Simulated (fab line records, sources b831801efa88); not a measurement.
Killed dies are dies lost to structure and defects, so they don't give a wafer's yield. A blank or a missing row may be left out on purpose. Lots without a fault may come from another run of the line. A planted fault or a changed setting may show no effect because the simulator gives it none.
fab line records | flow gf180mcu
record lots=14 wafers=42 last_day=34
route steps=602 shown VT_IMPLANT@108 DUAL_GATE@152 HV_LDD@185
lots that met no fault: from a run of the same line without faults
start_h: hours from the record's first day to the start of the lot's first wafer shown | wait_h: hours since the lot's step before | " the same as in the row above | L1.1+2: a row that stands for several wafers | - no value, or no start given | * or withheld: withheld | < > ~ a bound
route shown NAME@n: a module of which the file shows steps, and the number in the route of the first | usual: mean/standard deviation of fault-free wafers | same: alike in all rows | chamber/n: place in a boat | sites: the reading at each site | _std_site: their standard deviation | _edge_site: outer sites' mean less inner sites' | radius_mm: how far each site lies from the wafer's centre | mask NAME#n: copy n | behind: the tool/chamber that last shaped the wafer | hold: why the lot was held/for how many hours/how that ended | device: the transistor (n, p or np) that didn't switch | end of line: the same wafers' tests at the end of the route | a step without rows: its recipe alone | killed: dies lost to structure and defects at the first sort, not the wafer's yield | map: a wafer's dies, x killed, . not, _ none there
set.NAME: the setting as run; set.NAME@STEP: as run at that earlier step | model.NAME: the simulator's own value behind a step, which no gauge read
steps of the route over a sample of lots; a table a step, a row a wafer
services: from which hour (start_h, from the record's first day; less than 0 if before it) a tool's chamber was out of use, for how many hours, and why
## steps
# step GF_VT_IMPLANT_OVL_MEAS_18
# usual VT_IMPLANT_01_OVL=1.0/1.4
# columns lot.wafer tool chamber start_h wait_h VT_IMPLANT_01_OVL[nm]
L957.2 overlay-01 - 124.83 0.1 1.1
L957.4 " - " " 2.2
L957.6 " - " " 2.0
L958.1 overlay-01 - 133.50 0.1 1.1
L958.5 " - " " -0.4
L958.6 " - " " 0.7
L961.1 overlay-02 - 149.57 0.1 1.3
L961.2 " - " " 0.4
L961.3 " - " " -0.8
L962.2 overlay-02 - 158.31 0.1 3.2
L962.3 " - " " 1.9
L962.5 " - " " 0.7
L963.1 overlay-02 - 162.72 0.1 1.6
L963.5 " - " " 1.6
L963.6 " - " " 0.1
L964.1 overlay-02 - 170.22 0.1 3.3
L964.2 " - " " 3.4
L964.6 " - " " 3.5
L965.3 overlay-02 - 177.93 0.1 -0.2
L965.4 " - " " -3.3
L965.5 " - " " -1.3
L966.1 overlay-02 - 181.07 0.1 -1.4
L966.5 " - " " 0.7
L966.6 " - " " -0.4
L972.1 overlay-01 - 222.57 0.1 3.3
L972.3 " - " " 3.5
L972.5 " - " " 2.4
L975.3 overlay-02 - 241.13 0.1 2.9
L975.5 " - " " 0.9
L975.6 " - " " 1.3
L976.1 overlay-02 - 249.55 0.1 0.5
L976.2 " - " " 1.2
L976.6 " - " " -0.2
L977.2 overlay-02 - 253.32 0.1 -0.6
L977.4 " - " " 2.5
L977.6 " - " " 0.8
L978.1 overlay-01 - 260.20 0.1 -0.1
L978.3 " - " " -0.2
L978.5 " - " " 0.8
L979.2 overlay-01 - 264.52 0.1 2.5
L979.4 " - " " 2.2
L979.5 " - " " 3.3
# step GF_DUAL_GATE_OVL_MEAS_11
# usual DUAL_GATE_OVL=0.9/1.5
# columns lot.wafer tool chamber start_h wait_h DUAL_GATE_OVL[nm]
L957.2 overlay-01 - 173.35 0.1 2.8
L957.4 " - " " 2.3
L957.6 " - " " 2.8
L958.1 overlay-01 - 184.00 0.1 2.6
L958.5 " - " " 2.5
L958.6 " - " " 1.2
L961.1 overlay-02 - 200.06 0.1 2.2
L961.2 " - " " 1.3
L961.3 " - " " 0.8
L962.2 overlay-01 - 210.61 0.1 1.6
L962.3 " - " " -0.8
L962.5 " - " " 1.2
L963.1 overlay-02 - 218.31 0.1 1.2
L963.5 " - " " 2.4
L963.6 " - " " 1.8
L964.1 overlay-02 - 225.70 0.1 1.0
L964.2 " - " " -0.2
L964.6 " - " " 0.5
L965.3 overlay-01 - 232.01 0.1 0.8
L965.4 " - " " 0.9
L965.5 " - " " 0.0
L966.1 overlay-01 - 236.31 0.1 0.4
L966.5 " - " " 2.8
L966.6 " - " " 1.9
L972.1 overlay-01 - 283.65 0.1 0.2
L972.3 " - " " 1.0
L972.5 " - " " -0.3
L975.3 overlay-02 - 302.17 0.1 0.2
L975.5 " - " " 0.4
L975.6 " - " " -0.3
L976.1 overlay-02 - 310.35 0.1 -2.5
L976.2 " - " " -1.5
L976.6 " - " " -3.3
L977.2 overlay-02 - 316.36 0.1 -1.7
L977.4 " - " " -0.8
L977.6 " - " " -0.6
L978.1 overlay-02 - 322.44 0.1 4.3
L978.3 " - " " 4.2
L978.5 " - " " 2.2
L979.2 overlay-01 - 326.62 0.1 -0.3
L979.4 " - " " -1.1
L979.5 " - " " -0.2
# step GF_HV_LDD_IMPLANT_09
# recipe species=As energy_kev=40 dose_cm2=1e+14 tilt_deg=7
# columns lot.wafer tool chamber start_h wait_h
L957.2+4+6 implanter-02 0 212.33 0.0
L958.1+5+6 implanter-02 0 224.26 0.0
L961.1+2+3 implanter-03 0 243.12 0.0
L962.2+3+5 implanter-02 0 253.93 0.0
L963.1+5+6 implanter-02 0 261.41 0.0
L964.1+2+6 implanter-02 0 267.90 0.0
L965.3+4+5 implanter-03 0 275.35 0.1
L966.1+5+6 implanter-02 0 280.90 0.0
L972.1+3+5 implanter-03 0 329.62 0.0
L975.3+5+6 implanter-04 0 349.91 0.1
L976.1+2+6 implanter-03 0 359.82 0.0
L977.2+4+6 implanter-02 0 366.18 0.0
L978.1+3+5 implanter-02 0 371.56 0.0
L979.2+4+5 implanter-02 0 375.51 0.1
# step GF_HV_LDD_TW_MEAS_11
# usual HV_LDD_TW=2416/13
# columns lot.wafer tool chamber start_h wait_h HV_LDD_TW
L957.2 film_metro-04 - 212.57 0.1 2429
L957.4 " - " " 2426
L957.6 " - " " 2419
L958.1 film_metro-01 - 224.51 0.1 2408
L958.5 " - " " 2404
L958.6 " - " " 2419
L961.1 film_metro-01 - 243.37 0.1 2401
L961.2 " - " " 2410
L961.3 " - " " 2401
L962.2 film_metro-02 - 254.16 0.1 2420
L962.3 " - " " 2443
L962.5 " - " " 2430
L963.1 film_metro-04 - 261.66 0.1 2409
L963.5 " - " " 2405
L963.6 " - " " 2414
L964.1 film_metro-04 - 268.15 0.1 2364
L964.2 " - " " 2358
L964.6 " - " " 2330
L965.3 film_metro-04 - 275.57 0.1 2428
L965.4 " - " " 2437
L965.5 " - " " 2444
L966.1 film_metro-01 - 281.15 0.1 2315
L966.5 " - " " 2311
L966.6 " - " " 2320
L972.1 film_metro-01 - 329.87 0.1 2401
L972.3 " - " " 2402
L972.5 " - " " 2406
L975.3 film_metro-01 - 350.13 0.1 2402
L975.5 " - " " 2403
L975.6 " - " " 2392
L976.1 film_metro-01 - 360.07 0.1 2420
L976.2 " - " " 2412
L976.6 " - " " 2399
L977.2 film_metro-04 - 366.42 0.1 2431
L977.4 " - " " 2425
L977.6 " - " " 2424
L978.1 film_metro-02 - 371.81 0.1 2437
L978.3 " - " " 2422
L978.5 " - " " 2433
L979.2 film_metro-04 - 375.75 0.1 2431
L979.4 " - " " 2434
L979.5 " - " " 2411
# step GF_HV_LDD_OVL_MEAS_20
# usual HV_LDD_01_OVL=1.8/1.4
# columns lot.wafer tool chamber start_h wait_h HV_LDD_01_OVL[nm]
L957.2 overlay-01 - 230.07 0.1 2.0
L957.4 " - " " 1.8
L957.6 " - " " 0.9
L958.1 overlay-02 - 242.49 0.1 0.6
L958.5 " - " " 3.3
L958.6 " - " " 1.4
L961.1 overlay-01 - 261.97 0.1 2.3
L961.2 " - " " 1.3
L961.3 " - " " 1.3
L962.2 overlay-01 - 272.84 0.1 1.0
L962.3 " - " " 0.8
L962.5 " - " " -0.8
L963.1 overlay-01 - 280.99 0.1 1.7
L963.5 " - " " 5.4
L963.6 " - " " 3.2
L964.1 overlay-01 - 287.37 0.1 2.6
L964.2 " - " " 4.6
L964.6 " - " " 1.0
L965.3 overlay-02 - 295.53 0.1 0.6
L965.4 " - " " 3.5
L965.5 " - " " 2.6
L966.1 overlay-02 - 300.82 0.1 2.3
L966.5 " - " " 1.7
L966.6 " - " " 2.6
L972.1 overlay-01 - 351.14 0.1 2.2
L972.3 " - " " 3.4
L972.5 " - " " 3.9
L975.3 overlay-01 - 372.13 0.1 2.6
L975.5 " - " " 0.1
L975.6 " - " " 2.1
L976.1 overlay-02 - 382.37 0.1 1.6
L976.2 " - " " 0.1
L976.6 " - " " 1.3
L977.2 overlay-02 - 388.64 0.1 0.3
L977.4 " - " " 0.8
L977.6 " - " " -0.7
L978.1 overlay-01 - 394.44 0.1 4.8
L978.3 " - " " 3.9
L978.5 " - " " 2.5
L979.2 overlay-02 - 399.13 0.1 -0.6
L979.4 " - " " 0.4
L979.5 " - " " -1.4
# step GF_HV_LDD_RS_MEAS_53
# recipe thk_meas_gauge=four-point-probe
# usual HV_LDD_RS=418.4/0.9
# columns lot.wafer tool chamber start_h wait_h HV_LDD_RS[ohm/sq]
L957.2 film_metro-01 - 269.67 0.1 417.0
L957.4 " - " " 417.9
L957.6 " - " " 417.6
L958.1 film_metro-02 - 282.49 0.1 419.0
L958.5 " - " " 419.0
L958.6 " - " " 418.3
L961.1 film_metro-01 - 302.39 0.1 417.9
L961.2 " - " " 418.0
L961.3 " - " " 417.7
L962.2 film_metro-02 - 315.15 0.1 419.7
L962.3 " - " " 418.4
L962.5 " - " " 418.8
L963.1 film_metro-02 - 322.73 0.1 418.3
L963.5 " - " " 419.0
L963.6 " - " " 417.8
L964.1 film_metro-04 - 329.75 0.1 443.6
L964.2 " - " " 443.8
L964.6 " - " " 445.4
L965.3 film_metro-01 - 338.47 0.1 418.8
L965.4 " - " " 417.7
L965.5 " - " " 417.2
L966.1 film_metro-04 - 344.20 0.1 445.3
L966.5 " - " " 446.9
L966.6 " - " " 446.8
L972.1 film_metro-01 - 397.45 0.1 417.4
L972.3 " - " " 418.3
L972.5 " - " " 417.4
L975.3 film_metro-04 - 420.28 0.1 420.9
L975.5 " - " " 418.8
L975.6 " - " " 420.5
L976.1 film_metro-01 - 430.38 0.1 417.8
L976.2 " - " " 417.6
L976.6 " - " " 418.8
L977.2 film_metro-04 - 436.75 0.1 418.3
L977.4 " - " " 418.5
L977.6 " - " " 418.5
L978.1 film_metro-02 - 443.40 0.1 418.2
L978.3 " - " " 417.7
L978.5 " - " " 419.5
L979.2 film_metro-01 - 447.25 0.1 418.1
L979.4 " - " " 418.0
L979.5 " - " " 417.4
## services
# columns tool chamber start_h hours kind
implanter-03 - 189.54 1.2 repair
implanter-03 - 214.30 1.1 repair
implanter-02 - 241.97 5.1 repair
implanter-04 - 243.92 3.1 pm
implanter-04 - 257.68 4.9 repair
implanter-02 - 348.55 6.2 pm
implanter-02 - 357.72 3.9 repair
implanter-02 - 360.27 0.6 repair
implanter-04 - 365.09 3.8 repair
implanter-04 - 372.37 5.0 pm
## key
first_sign step=GF_HV_LDD_TW_MEAS_11 reading=HV_LDD_TW direction=down sigmas=6.2 usual=2416 struck=2333
effect step=GF_HV_LDD_RS_MEAS_53 reading=HV_LDD_RS direction=up sigmas=30 usual=418.4 struck=445.3
met_at GF_HV_LDD_IMPLANT_09
struck_lots L964,L966
tester_left_out L964,L966
not_acting_at GF_VT_IMPLANT_OVL_MEAS_18,GF_DUAL_GATE_OVL_MEAS_11,GF_HV_LDD_OVL_MEAS_20
onset_between 261.41 267.90
fault kind=process_parameter_drift tool=implanter-02 chamber=- onset_h=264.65 steps=GF_HV_LDD_IMPLANT_09 channel=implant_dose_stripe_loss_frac offset=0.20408 shape=step end_h=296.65
# tester_left_out: of these lots the tester's yield and bins aren't shown, on N5 and GAA mostly nor the transistor test; their killed dies are dies lost to structure and defects alone, not to doping, threshold or leakage, so they don't give the yield
